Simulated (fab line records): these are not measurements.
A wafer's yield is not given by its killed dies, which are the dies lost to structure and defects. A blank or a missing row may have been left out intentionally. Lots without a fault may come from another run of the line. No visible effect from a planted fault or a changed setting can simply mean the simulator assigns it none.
fab line records	flow sky130
[record] lots = 7	wafers = 21	last-day = 50
route steps=708 shown METAL4@622
lots that met no fault: taken from a fault-free run of the same line
start-h: hours from the record's opening day to when the first of the lot's shown wafers began	wait-h: hours since the lot's step before	" the same as in the row above	L1.1+2: one row covering several wafers at once	- no value, or no start given	* or withheld: withheld	< > ~ a bound
route shown NAME@n: names a module that has steps shown in the file, with the first one's number in the route	usual: mean/standard deviation of fault-free wafers	same: alike in all rows	chamber/n: place in a boat	sites: each site's reading	_std_site: standard deviation of those values	_edge_site: mean of outer sites minus mean of inner sites	radius-mm: for every site, how far away it sits from the centre of the wafer	mask NAME#n: copy n	behind: tool/chamber where the wafer was last shaped	hold: reason for holding the lot/hours on hold/outcome of the hold	device: the transistor (n, p or np) that didn't switch	end of line: tests of these same wafers at the route's end	step lacking rows: just its recipe	killed: dies lost to structure and defects at the first sort, not the wafer's yield	map: a wafer's dies, x killed, . not, _ none there
set.NAME: the setting as run; set.NAME@STEP: as run at that earlier step	model.NAME: the simulator's own value behind a step, which no gauge read
a table for each step, a row for each wafer; lots at some steps of the route
services: when a tool's chamber went out of use (start-h, in hours from the record's first day, below 0 if earlier), for how many hours, and the reason
[[steps]]
[step SKY_METAL4_HMDS_06]
[recipe] prime-time-s = 60	prime-temp-c = 120
[step SKY_METAL4_COAT_07]
[recipe] resist = BARC	temp-c = withheld	time-s = withheld	spin-rpm = 3000	resist-thk-nm = 60
[step SKY_METAL4_COAT_08]
[recipe] resist = KrF-thick	spin-rpm = 3000	resist-thk-nm = 1140
[step SKY_METAL4_SOFTBAKE_09]
[recipe] temp-c = 100	time-s = 90	resist = KrF-thick
[step SKY_METAL4_EXPOSE_10]
[recipe] mask-id = MM4	na = 0.68	source-shape = annular	sigma-inner = 0.4	sigma-outer = 0.8	target-cd-nm = 300	dose-mj = 28
[step SKY_METAL4_PEB_11]
[recipe] peb-temp-c = withheld	peb-time-s = withheld	resist = KrF-thick
[step SKY_METAL4_DEVELOP_12]
[recipe] develop-time-s = 60	resist = KrF-thick	dev-temp-c = 21
[step SKY_METAL4_CD_MEAS_13]
[recipe] target-cd-nm = 300
[usual] cd-nm = 299.8/1.5
lot.wafer	tool	chamber	start-h	wait-h	cd-nm
L514.3	cd-sem-02	-	1006.63	-	299.6
L514.4	"	-	"	"	299.9
L514.6	"	-	"	"	299.2
L518.3	cd-sem-02	-	1039.73	-	299.9
L518.4	"	-	"	"	297.7
L518.5	"	-	"	"	298.9
L525.2	cd-sem-02	-	1083.72	-	297.9
L525.5	"	-	"	"	298.2
L525.6	"	-	"	"	298.5
L527.4	cd-sem-01	-	1087.23	-	302.1
L527.5	"	-	"	"	299.3
L527.6	"	-	"	"	300.9
L526.1	cd-sem-02	-	1090.04	-	300.7
L526.2	"	-	"	"	301.6
L526.6	"	-	"	"	300.4
L534.1	cd-sem-02	-	1122.97	-	300.8
L534.2	"	-	"	"	300.3
L534.5	"	-	"	"	301.6
L533.2	cd-sem-01	-	1124.79	-	301.9
L533.3	"	-	"	"	300.3
L533.4	"	-	"	"	302.5
[step SKY_METAL4_OVL_MEAS_14]
[usual] METAL4_OVL = -3/5.2
lot.wafer	tool	chamber	start-h	wait-h	METAL4_OVL[nm]
L514.3	overlay-02	-	1006.72	0.1	2
L514.4	"	-	"	"	-4
L514.6	"	-	"	"	-6
L518.3	overlay-01	-	1039.82	0.1	-4
L518.4	"	-	"	"	3
L518.5	"	-	"	"	-7
L525.2	overlay-01	-	1083.83	0.1	1
L525.5	"	-	"	"	-5
L525.6	"	-	"	"	-5
L527.4	overlay-01	-	1087.31	0.1	-2
L527.5	"	-	"	"	-12
L527.6	"	-	"	"	-6
L526.1	overlay-02	-	1090.16	0.1	-8
L526.2	"	-	"	"	3
L526.6	"	-	"	"	2
L534.1	overlay-01	-	1123.09	0.1	1
L534.2	"	-	"	"	-3
L534.5	"	-	"	"	8
L533.2	overlay-01	-	1124.90	0.1	-3
L533.3	"	-	"	"	-7
L533.4	"	-	"	"	-1
[step SKY_METAL4_DESCUM_15]
[recipe] chemistry = O2	source-power-w = 150	bias-power-w = 0	pressure-mtorr = 10	temp-c = 40	time-s = 8
[usual] drypump-motor-current-A = 5.7/0.41	oes-product-au = 1.007/0.011
lot.wafer	tool	chamber	start-h	wait-h	drypump-motor-current-A	oes-product-au	rf-hours-counter-h
L514.3	rie-metal-04	0	1006.76	0.0	5.3	1.011	-
L514.4	"	0	"	"	5.3	1.015	-
L514.6	"	0	"	"	5.3	1.008	-
L518.3	rie-metal-03	1	1039.85	0.0	5.4	1.016	-
L518.4	"	0	"	"	6.3	0.999	-
L518.5	"	0	"	"	6.3	1.009	-
L525.2	rie-metal-01	1	1083.86	0.0	5.4	0.999	15
L525.5	"	1	"	"	5.4	0.992	-
L525.6	"	0	"	"	6.2	1.014	-
L527.4	rie-metal-04	1	1087.34	0.0	6.1	1.003	-
L527.5	"	0	"	"	5.3	1.011	-
L527.6	"	1	"	"	6.1	1.005	-
L526.1	rie-metal-04	1	1090.19	0.0	6.2	1.001	3
L526.2	"	0	"	"	5.3	1.019	23
L526.6	"	0	"	"	5.3	1.009	-
L534.1	rie-metal-03	1	1123.13	0.0	5.4	1.029	15
L534.2	"	0	"	"	6.3	0.988	4
L534.5	"	1	"	"	5.5	1.020	-
L533.2	rie-metal-03	1	1124.93	0.0	5.5	1.017	15
L533.3	"	1	"	"	5.5	1.007	-
L533.4	"	0	"	"	6.3	0.992	-
[step SKY_METAL4_ETCH_16]
[recipe] chemistry = N2/H2	target = BARC	ion-energy-ev = 200	bias-w = 100	pressure-mtorr = 30	n2-flow-sccm = 100	h2-flow-sccm = 200	icp-w = 500	stop-on = SiO2	time-s = 88.2	target-depth-a = 600
[usual] bias-w = 99.9/0.33	chamber-pressure-mTorr = 29.998/0.025	drypump-motor-current-A = 5.7/0.41	oes-product-au = 0.626/0.0046	throttle-valve-pct = 13.205/0.01
lot.wafer	tool	chamber	start-h	wait-h	bias-w	chamber-pressure-mTorr	drypump-motor-current-A	oes-product-au	rf-hours-counter-h	throttle-valve-pct
L514.3	rie-metal-04	0	1006.87	0.1	99.9	29.965	5.3	0.623	-	13.198
L514.4	"	0	"	"	100.3	29.982	5.3	0.625	-	13.196
L514.6	"	0	"	"	99.6	29.943	5.3	0.633	-	13.210
L518.3	rie-metal-03	1	1039.91	0.0	99.9	29.986	5.4	0.628	-	13.220
L518.4	"	0	"	"	99.9	30.035	6.3	0.629	-	13.196
L518.5	"	0	"	"	100.0	29.953	6.3	0.622	-	13.217
L525.2	rie-metal-01	1	1083.89	0.0	99.8	29.989	5.4	0.626	15	13.210
L525.5	"	1	"	"	99.9	29.976	5.4	0.626	-	13.208
L525.6	"	0	"	"	100.0	29.975	6.2	0.625	-	13.186
L527.4	rie-metal-04	1	1087.39	0.0	100.0	29.994	6.2	0.630	-	13.214
L527.5	"	0	"	"	99.4	29.998	5.3	0.625	-	13.199
L527.6	"	1	"	"	100.3	30.009	6.1	0.626	-	13.191
L526.1	rie-metal-04	1	1090.22	0.0	100.5	30.009	6.1	0.620	3	13.206
L526.2	"	0	"	"	99.5	30.005	5.3	0.621	23	13.207
L526.6	"	0	"	"	100.1	29.997	5.3	0.628	-	13.193
L534.1	rie-metal-03	1	1123.16	0.0	100.1	30.002	5.4	0.627	15	13.212
L534.2	"	0	"	"	99.6	29.963	6.3	0.620	4	13.193
L534.5	"	1	"	"	99.9	30.006	5.4	0.625	-	13.188
L533.2	rie-metal-03	1	1124.96	0.0	99.7	29.965	5.4	0.634	15	13.214
L533.3	"	1	"	"	99.9	29.994	5.4	0.631	-	13.208
L533.4	"	0	"	"	99.7	29.989	6.3	0.623	-	13.202
[step SKY_METAL4_ETCH_17]
[recipe] target = SiO2	stop-on = TiN	chemistry = C4F8/O2/Ar	source-w = 1500	bias-w = 1200	pressure-mtorr = 40	c4f8-flow-sccm = withheld	O2_flow_sccm = 6	Ar_flow_sccm = 300	time-s = 3.9	target-depth-a = 150
[usual] bias-w = 1200/3.2	chamber-pressure-mTorr = 40.00/0.039	oes-product-au = 0.753/0.0067
lot.wafer	tool	chamber	start-h	wait-h	bias-w	chamber-pressure-mTorr	oes-product-au	rf-hours-counter-h
L514.3	rie-diel-03	2	1007.00	0.1	1196	40.04	0.747	23
L514.4	"	3	"	"	1200	39.99	0.767	24
L514.6	"	1	"	"	1200	40.00	0.760	-
L518.3	rie-diel-01	0	1039.97	0.0	1197	40.05	0.759	19
L518.4	"	3	"	"	1200	40.01	0.757	5
L518.5	"	0	"	"	1202	40.01	0.746	-
L525.2	rie-diel-04	0	1083.99	0.1	1198	39.92	0.754	9
L525.5	"	1	"	"	1199	40.08	0.746	-
L525.6	"	0	"	"	1201	40.01	0.757	-
L527.4	rie-diel-04	3	1087.46	0.0	1197	40.02	0.759	16
L527.5	"	0	"	"	1206	39.96	0.763	-
L527.6	"	3	"	"	1200	39.98	0.756	-
L526.1	rie-diel-04	1	1090.32	0.1	1198	40.00	0.744	14
L526.2	"	2	"	"	1204	40.01	0.745	4
L526.6	"	1	"	"	1200	40.00	0.749	-
L534.1	rie-diel-01	1	1123.26	0.1	1198	39.98	0.748	14
L534.2	"	0	"	"	1201	40.00	0.750	22
L534.5	"	1	"	"	1197	40.10	0.755	-
L533.2	rie-diel-01	1	1125.06	0.1	1203	39.98	0.757	14
L533.3	"	0	"	"	1201	39.93	0.760	22
L533.4	"	0	"	"	1192	39.91	0.760	-
[step SKY_METAL4_METAL_ETCH_18]
[recipe] target-depth-a = 8450	stop-on = SiO2	over-etch-frac = 0.3	time-s = 183.1	chemistry = Cl2/BCl3	resist-sidewall-deg = 88	pressure-mtorr = 10	icp-w = 900	bias-w = 48.5	Cl2_flow_sccm = 60	bcl3-flow-sccm = 30
[usual] bcl3-flow-sccm = 30.00/0.099	bias-w = 48.49/0.15	drypump-motor-current-A = 5.8/0.42	mfc-cl2-sccm = 60.00/0.17	oes-product-au = 0.866/0.0065	throttle-valve-pct = 22.264/0.0092
lot.wafer	tool	chamber	start-h	wait-h	bcl3-flow-sccm	bias-w	drypump-motor-current-A	mfc-cl2-sccm	oes-product-au	rf-hours-counter-h	throttle-valve-pct	model.KrF-thick_of_METAL4_COAT_08.thk-nm	model.SiO2_of_VIA3_HDPCVD_00.thk-nm
L514.3	rie-metal-01	1	1007.08	0.1	30.14	48.38	5.4	60.04	0.862	-	22.279	515.4	436.1
L514.4	"	0	"	"	29.90	48.51	6.2	59.95	0.855	-	22.265	513.9	436
L514.6	"	0	"	"	30.04	48.38	6.2	60.11	0.867	-	22.266	505.6	436.5
L518.3	rie-metal-04	0	1040.05	0.1	29.97	48.49	5.3	59.60	0.868	-	22.266	514.8	434.1
L518.4	"	1	"	"	30.06	48.68	6.1	60.06	0.862	-	22.267	525.6	434.7
L518.5	"	0	"	"	30.05	48.49	5.3	60.01	0.872	-	22.271	514.9	434.2
L525.2	rie-metal-04	1	1084.00	0.0	-	-	-	-	-	-	-	1080	462.3
L525.5	"	1	"	"	-	-	-	-	-	-	-	1075	461.1
L525.6	"	0	"	"	-	-	-	-	-	-	-	1074	462.7
L527.4	rie-metal-03	0	1087.65	0.2	-	-	-	-	-	-	-	1075	463.5
L527.5	"	0	"	"	-	-	-	-	-	-	-	1074	462.7
L527.6	"	0	"	"	-	-	-	-	-	-	-	1074	460.8
L526.1	rie-metal-01	1	1090.34	0.0	-	-	-	-	-	-	-	1078	461.3
L526.2	"	0	"	"	-	-	-	-	-	-	-	1076	461.6
L526.6	"	1	"	"	-	-	-	-	-	-	-	1077	461
L534.1	rie-metal-01	1	1123.27	0.0	29.95	48.48	5.4	60.09	0.862	19	22.252	532.7	435.3
L534.2	"	0	"	"	30.02	48.54	6.2	60.03	0.867	23	22.272	514.5	433.8
L534.5	"	1	"	"	30.04	48.40	5.4	60.16	0.873	-	22.260	533.7	435.9
L533.2	rie-metal-04	0	1125.07	0.0	30.01	48.35	5.3	60.15	0.870	26	22.265	527.7	434.9
L533.3	"	0	"	"	30.13	48.72	5.3	60.21	0.865	-	22.271	527.1	434.9
L533.4	"	1	"	"	29.79	48.33	6.1	60.14	0.857	-	22.270	529.4	436.3
[step SKY_METAL4_STRIP_19]
[recipe] chemistry = O2/N2	power-w = 1400	pressure-mtorr = 1500	platen-temp-c = withheld	o2-flow-sccm = 3000	n2-flow-sccm = 300	overash-fraction = 0.5
[usual] drypump-motor-current-A = 5.6/0.45	oes-product-au = 0.501/0.0056	strip-time-to-endpoint-s = 6.48/0.085
[same] overash-fraction = 0.5
lot.wafer	tool	chamber	start-h	wait-h	drypump-motor-current-A	oes-product-au	rf-hours-counter-h	strip-time-to-endpoint-s
L514.3	plasma-asher-02	1	1007.31	0.2	6.4	0.493	-	6.41
L514.4	"	0	"	"	5.4	0.490	-	6.39
L514.6	"	1	"	"	6.4	0.497	-	6.33
L518.3	plasma-asher-01	0	1040.20	0.1	5.4	0.500	-	6.40
L518.4	"	1	"	"	6.1	0.510	-	6.53
L518.5	"	1	"	"	6.1	0.496	-	6.40
L525.2	plasma-asher-03	0	1084.18	0.1	5.6	0.720	94	11.89
L525.5	"	1	"	"	5.1	0.711	-	11.84
L525.6	"	0	"	"	5.6	0.716	-	11.83
L527.4	plasma-asher-01	0	1087.86	0.2	5.3	0.707	-	11.85
L527.5	"	0	"	"	5.4	0.717	-	11.83
L527.6	"	1	"	"	6.1	0.717	-	11.81
L526.1	plasma-asher-03	0	1090.52	0.1	5.6	0.713	94	11.89
L526.2	"	1	"	"	5.1	0.719	94	11.85
L526.6	"	0	"	"	5.6	0.708	-	11.87
L534.1	plasma-asher-01	1	1123.45	0.1	6.1	0.505	67	6.59
L534.2	"	0	"	"	5.3	0.492	67	6.41
L534.5	"	0	"	"	5.3	0.509	-	6.59
L533.2	plasma-asher-01	1	1125.25	0.1	6.1	0.506	67	6.53
L533.3	"	0	"	"	5.3	0.507	-	6.54
L533.4	"	1	"	"	6.1	0.508	-	6.54
[step SKY_METAL4_STRIP_20]
[recipe] chemistry = post-etch-residue-remover	time-s = 1200	temp-c = 72.5
[[services]]
tool	chamber	start-h	hours	kind
rie-metal-04	1	999.12	-	clean
rie-metal-04	1	999.12	28.5	scheduled-down
rie-metal-04	1	999.12	28.5	vent-cycle
plasma-asher-01	-	1000.97	6.9	repair
plasma-asher-01	-	1040.49	10.1	repair
rie-metal-04	-	1044.85	1.4	pm
rie-metal-04	1	1047.10	5.7	repair
rie-metal-03	0	1051.93	-	clean
rie-metal-03	0	1051.93	23.8	scheduled-down
rie-metal-03	0	1051.93	23.8	vent-cycle
plasma-asher-02	-	1055.25	9.0	pm
rie-metal-01	1	1056.34	3.7	repair
rie-metal-04	-	1068.89	2.8	pm
rie-metal-03	1	1079.22	8.5	repair
rie-diel-03	1	1090.75	4.3	repair
rie-diel-03	-	1094.78	1.0	repair
rie-diel-03	3	1098.99	12.7	repair
plasma-asher-01	-	1101.83	3.0	repair
rie-diel-03	2	1105.47	3.5	repair
rie-diel-01	3	1105.53	6.5	repair
plasma-asher-01	-	1113.24	2.8	pm
rie-diel-04	-	1117.10	2.8	pm
rie-diel-03	-	1118.92	14.6	pm
rie-diel-01	2	1119.56	9.6	repair
[[key]]
[first-sign] step = SKY_METAL4_METAL_ETCH_18	reading = tool-record	direction = missing
[effect] step = SKY_METAL4_STRIP_19	reading = strip-time-to-endpoint-s	direction = up	sigmas = 63	usual = *	struck = *
[model-effect] step = SKY_METAL4_METAL_ETCH_18	value = KrF-thick_of_METAL4_COAT_08.thk-nm	without = 527.7	struck = 1076
met-at SKY_METAL4_METAL_ETCH_18
struck-wafers L525.2,L525.5,L525.6,L526.1,L526.2,L526.6,L527.4,L527.5,L527.6
later-rows-left-out L525.2,L525.5,L525.6,L526.1,L526.2,L526.6,L527.4,L527.5,L527.6
sort-left-out L525.2,L525.5,L525.6,L526.1,L526.2,L526.6,L527.4,L527.5,L527.6
onset-between 1040.05 1084.00
[fault] kind = skipped-step-whole	tool = rie-metal-01,rie-metal-03,rie-metal-04	chamber = -	onset-h = 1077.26	steps = SKY_METAL4_METAL_ETCH_18	scope = struck-lots-only
// sort-left-out: the simulated sort isn't trusted on such a fault, so these wafers' sort isn't shown, and their yield isn't known
// later-rows-left-out: the simulator's readings of these wafers behind a module that went badly wrong aren't trusted and aren't shown, but for the sort
